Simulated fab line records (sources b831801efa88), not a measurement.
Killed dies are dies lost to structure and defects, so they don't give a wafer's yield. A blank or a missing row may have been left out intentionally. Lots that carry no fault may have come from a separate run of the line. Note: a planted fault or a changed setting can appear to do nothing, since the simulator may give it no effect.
A lot that was struck, set against a sound lot -- flow gf180mcu -- 16 steps out of a route of 602
Sound: wafers L662.1, L662.2, L662.5. Struck: wafers L673.2, L673.3, L673.5. The cause is given at the end.
Order at every step that has rows: each side's tool, ch and its chambers, its first start. Under that, the readings that differ: sound wafers -- struck wafers -- difference of the means -- sigmas: that difference in standard deviations of wafers without a fault.
alike: words and numbers the same on both sides, and readings whose means are apart by under 2 such deviations; not compared: readings that were withheld, readings missing a value for some wafer, numbers with overlapping values and no deviation given by the record, and bounds like >300 which may hide the same value.
The two part at a step that has a row with sigmas, a row that says differs or no value, or rows on one side only. When numbers do not overlap yet have no deviation, they are printed without sigmas and do not part them. A reading missing from all wafers of one side parts the sides only when that side holds two or more wafers.

GF_V4_CMP_04: polishes SiO2.
  sound on cmp-01 ch 0,3, day 23 07:38; struck on cmp-01 ch 0,1, day 27 11:40
  alike: edge zone pressure frac, motor current A, time to endpoint s
GF_V4_BOW_MEAS_05:
  struck on film metro-03, day 27 11:59; sound on film metro-02, day 23 07:53
reading,sound,struck,difference,sigmas
V4_BOW (um),151 150 143,126 139 129,-17,-2
then, 8 steps without rows for these wafers: GF_V4_DEHYDRATE_06 (time 60 s); GF_V4_HMDS_07 (prime time 60 s); GF_V4_COAT_08; GF_V4_COAT_09 (resist thk 1000 nm); GF_V4_SOFTBAKE_10 (time 60 s); GF_V4_EXPOSE_11 (exposes mask Via4, target cd 260 nm); GF_V4_PEB_12 (peb time 90 s); GF_V4_DEVELOP_13 (develop time 60 s).
GF_V4_CD_MEAS_14: the cd target is 260 nm.
  struck on cd sem-01, day 28 07:41; sound on cd sem-01, day 24 06:14
  alike: cd nm
GF_V4_OVL_MEAS_15:
  struck on overlay-01, day 28 07:48; sound on overlay-02, day 24 06:21
  alike: V4_OVL
GF_V4_ETCH_16: etches BARC in N2/H2.
  sound on rie diel-02 ch 1,2,3, day 24 06:23; struck on rie diel-03 ch 0,2, day 28 07:50
  no value came back on the struck wafers for any of 5 readings (bias w (W), chamber pressure mTorr (mTorr) and others); on the sound wafers bias w (W) reads 100.5 100.4 100.1
GF_V4_ETCH_17: etches SiO2 in C4F8/O2/Ar, stops on TiN, target depth 630 nm.
  sound: rie diel-02 ch 1,2,3; struck: rie diel-03 ch 0,2
reading,sound,struck,difference,sigmas
oes product au (a.u.),0.856 0.860 0.854,0.376 0.377 0.369,-0.483,-99 or more
  alike: bias w, chamber pressure mTorr
GF_V4_STRIP_18: strips in O2/N2.
  sound on plasma asher-02 ch 0,1, day 24 06:31; struck on plasma asher-02 ch 0,1, day 28 07:58
reading,sound,struck,difference,sigmas
oes product au (a.u.),0.592 0.586 0.592,0.610 0.616 0.609,+0.022,+5
  alike: drypump motor current A, heater power w
  not compared: rf hours counter h
then, 1 step without rows for these wafers: GF_V4_STRIP_19 (strips in post etch residue remover, time 1200 s).

WHERE THEY PART
First at GF_V4_BOW_MEAS_05; last, within this record, at GF_V4_STRIP_18.

WHY: whatever the simulator had introduced
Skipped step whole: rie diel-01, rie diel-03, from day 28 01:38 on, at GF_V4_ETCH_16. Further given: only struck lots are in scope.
